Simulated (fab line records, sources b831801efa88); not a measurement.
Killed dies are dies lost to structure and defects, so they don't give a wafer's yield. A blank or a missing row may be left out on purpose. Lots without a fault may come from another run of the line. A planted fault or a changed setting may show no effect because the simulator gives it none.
Which tool did it? | flow sfq_line | 12 lots, 36 wafers sampled, at 2 steps of a route of 325

WHAT THE GAUGES READ, wafer by wafer
The record holds no reading of a measuring or inspecting step that can be judged against a usual standard deviation.

WHICH TOOL RAN EACH LOT (tool, then ch and the chambers of the sampled wafers, then the start)
lot  | SFQ_TRILAYER_L0_CAP_PECVD_011  | SFQ_TRILAYER_L0_VIA_ETCH_VIA_ETCH_016
L583 | pecvd-03 ch 1,2, day 2 14:43   | rie_diel-04 ch 1,2, day 3 20:08
L584 | pecvd-02 ch 0,2, day 2 15:55   | rie_diel-03 ch 0,2,3, day 3 21:32
L585 | pecvd-02 ch 0,1,2, day 2 20:31 | rie_diel-03 ch 0,2,3, day 4 02:53
L586 | pecvd-04 ch 0,2, day 3 08:58   | rie_diel-03 ch 0,1, day 4 12:29
L591 | pecvd-02 ch 1, day 4 10:53     | rie_diel-03 ch 0,1, day 5 12:29
L592 | pecvd-02 ch 1,2, day 4 15:41   | rie_diel-03 ch 0,3, day 5 16:05
L597 | pecvd-03 ch 0,2, day 5 12:05   | rie_diel-03 ch 0,2, day 6 14:56
L599 | pecvd-04 ch 0,1,2, day 5 21:41 | rie_diel-03 ch 0,2,3, day 6 23:20
L600 | pecvd-03 ch 1,2, day 6 00:05   | rie_diel-02 ch 0,2,3, day 7 02:56
L601 | pecvd-03 ch 1,2, day 6 12:09   | rie_diel-03 ch 0,2,3, day 7 12:32
L604 | pecvd-03 ch 1,2, day 7 01:21   | rie_diel-04 ch 0,3, day 8 00:32
L606 | pecvd-04 ch 0,1,2, day 7 09:45 | rie_diel-03 ch 0,2,3, day 8 07:44
- SFQ_TRILAYER_L0_CAP_PECVD_011: deposits SiO2 from SiH4/N2O, time 13.333 s, target thk 60 nm.
- SFQ_TRILAYER_L0_VIA_ETCH_VIA_ETCH_016: etches SiO2 in CHF3, stops on MoNx KI, target depth 80 nm.

WHAT THE TOOLS THEMSELVES READ (means of the sampled wafers that have a number; where no wafer has one, the mark that the record gives instead)
SFQ_TRILAYER_L0_CAP_PECVD_011. Usual: heater_power_w 91 W, standard deviation 21; showerhead_vpp_V 825 V, standard deviation 46; throttle_valve_pct 24.6 %, standard deviation 1.3.
lot  | tool     | heater_power_w (W) | showerhead_vpp_V (V) | throttle_valve_pct (%) | flag
L583 | pecvd-03 | 94                 | 823                  | 23.8                   |
L584 | pecvd-02 | 76                 | 887                  | 25.0                   |
L585 | pecvd-02 | 70                 | 854                  | 24.9                   |
L586 | pecvd-04 | 110                | 779                  | 26.5                   |
L591 | pecvd-02 | 81                 | 832                  | 24.9                   |
L592 | pecvd-02 | 68                 | 873                  | 25.2                   |
L597 | pecvd-03 | 109                | 805                  | 22.6                   |
L599 | pecvd-04 | 113                | 799                  | 25.9                   |
L600 | pecvd-03 | 103                | 816                  | 23.3                   |
L601 | pecvd-03 | 85                 | 830                  | 24.2                   |
L604 | pecvd-03 | 88                 | 824                  | 24.1                   |
L606 | pecvd-04 | 114                | 797                  | 25.9                   |

SFQ_TRILAYER_L0_VIA_ETCH_VIA_ETCH_016. Usual: drypump_motor_current_A 5.8 A, standard deviation 0.52; oes_product_au 0.843 a.u., standard deviation 0.0077.
lot  | tool        | drypump_motor_current_A (A) | oes_product_au (a.u.) | flag
L583 | rie_diel-04 | 5.9                         | 0.844                 |
L584 | rie_diel-03 | 5.4                         | 0.845                 |
L585 | rie_diel-03 | 5.4                         | 0.845                 |
L586 | rie_diel-03 | 6.3                         | 0.847                 |
L591 | rie_diel-03 | 6.3                         | 1.008                 | OFF
L592 | rie_diel-03 | 5.1                         | 0.896                 | OFF
L597 | rie_diel-03 | 5.7                         | 0.839                 |
L599 | rie_diel-03 | 5.4                         | 0.843                 |
L600 | rie_diel-02 | 5.8                         | 0.839                 |
L601 | rie_diel-03 | 5.4                         | 0.837                 |
L604 | rie_diel-04 | 6.5                         | 0.845                 |
L606 | rie_diel-03 | 5.4                         | 0.845                 |

THE ANSWER, worked out from the rows above alone
Rule: a lot is off if the mean of its wafers that have a number lies more than 3 standard deviations from the usual mean. A lot without any number at a reading at which 4 lots or more have one is off too. The other lots that the step has rows for count as sound. The gauges are gone through in route order, then the tools' own readings, and for those a lot's mean is taken as printed above. The first step at which some lot is off is used, and at that step the reading that is off furthest; a lot without a number counts as furthest.
Off: L591, L592, at SFQ_TRILAYER_L0_VIA_ETCH_VIA_ETCH_016 (oes_product_au).
A tool fits if, at that step or a process step before it, it ran every lot that is off, and no sound lot after the first of them. One fits: pecvd-02 at SFQ_TRILAYER_L0_CAP_PECVD_011. Its last sound lot is L585 (day 2 20:31), its first lot that is off L591 (day 4 10:53): a fault that began between those two fits.

WHAT THE SIMULATOR HAD PUT IN
Process parameter drift: pecvd-02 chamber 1, from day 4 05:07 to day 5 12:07, at SFQ_TRILAYER_L0_CAP_PECVD_011. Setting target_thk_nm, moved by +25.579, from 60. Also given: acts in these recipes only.
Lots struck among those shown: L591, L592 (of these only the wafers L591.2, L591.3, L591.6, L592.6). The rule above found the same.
